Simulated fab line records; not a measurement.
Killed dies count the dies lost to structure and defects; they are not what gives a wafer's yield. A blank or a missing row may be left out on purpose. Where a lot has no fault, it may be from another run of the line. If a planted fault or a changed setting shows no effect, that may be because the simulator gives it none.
Matching of chambers | flow sky130 | 4 sister chambers for SKY_VIA4_ETCH_12 on rie diel-04
The step etches SiO2 in C4F8/O2/Ar, stops on TiN, target depth 580 nm. 4 wafers are shown with their chamber, then 11 later ones without.

== WAFERS PAIRED WITH THEIR CHAMBERS ==
wafer  | chamber | oes product au (a.u.)
L078.1 | 1       | 0.920
L083.2 | 3       | 0.926
L083.3 | 0       | 0.928
L087.1 | 2       | 0.922

== WAFERS WHOSE CHAMBER IS MISSING ==
wafer  | oes product au (a.u.)
L087.3 | 0.931
L087.4 | 0.922
L089.1 | 0.930
L089.2 | 0.919
L089.4 | 0.922
L093.3 | 0.919
L093.4 | 0.931
L093.5 | 0.922
L097.4 | 0.922
L097.5 | 0.923
L097.6 | 0.923

== EACH ONE'S CHAMBER ==
wafer  | from the rows above          | in truth
L087.3 | can't be placed: 0 or 3      | 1
L087.4 | can't be placed: 2 or 1      | 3
L089.1 | can't be placed: 0 or 3      | 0
L089.2 | can't be placed: 1 or 2      | 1
L089.4 | can't be placed: 2 or 1      | 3
L093.3 | can't be placed: 1 or 2      | 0
L093.4 | can't be placed: 0 or 3      | 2
L093.5 | can't be placed: 2 or 1      | 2
L097.4 | can't be placed: 2 or 1      | 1
L097.5 | can't be placed: 2 or 1 or 3 | 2
L097.6 | can't be placed: 2 or 1 or 3 | 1
Correctly placed: 0 of 11. Unplaceable from these rows: 11, with the true chamber sitting among the candidates in 6. Number placed wrongly: 0.
How it was worked out, from the rows above alone: a wafer's distance from a chamber is the root of the sum, over the readings, of the square of ((its reading less the chamber's mean) divided by the reading's scatter). The wafer belongs to the nearest chamber; if the next one is less than 2 further off, it can't be placed. Each chamber's mean is taken over the wafers shown for it. The scatter: with one shown wafer a chamber, the root of the mean of the squares of how far each hidden wafer lies from its nearest shown one.
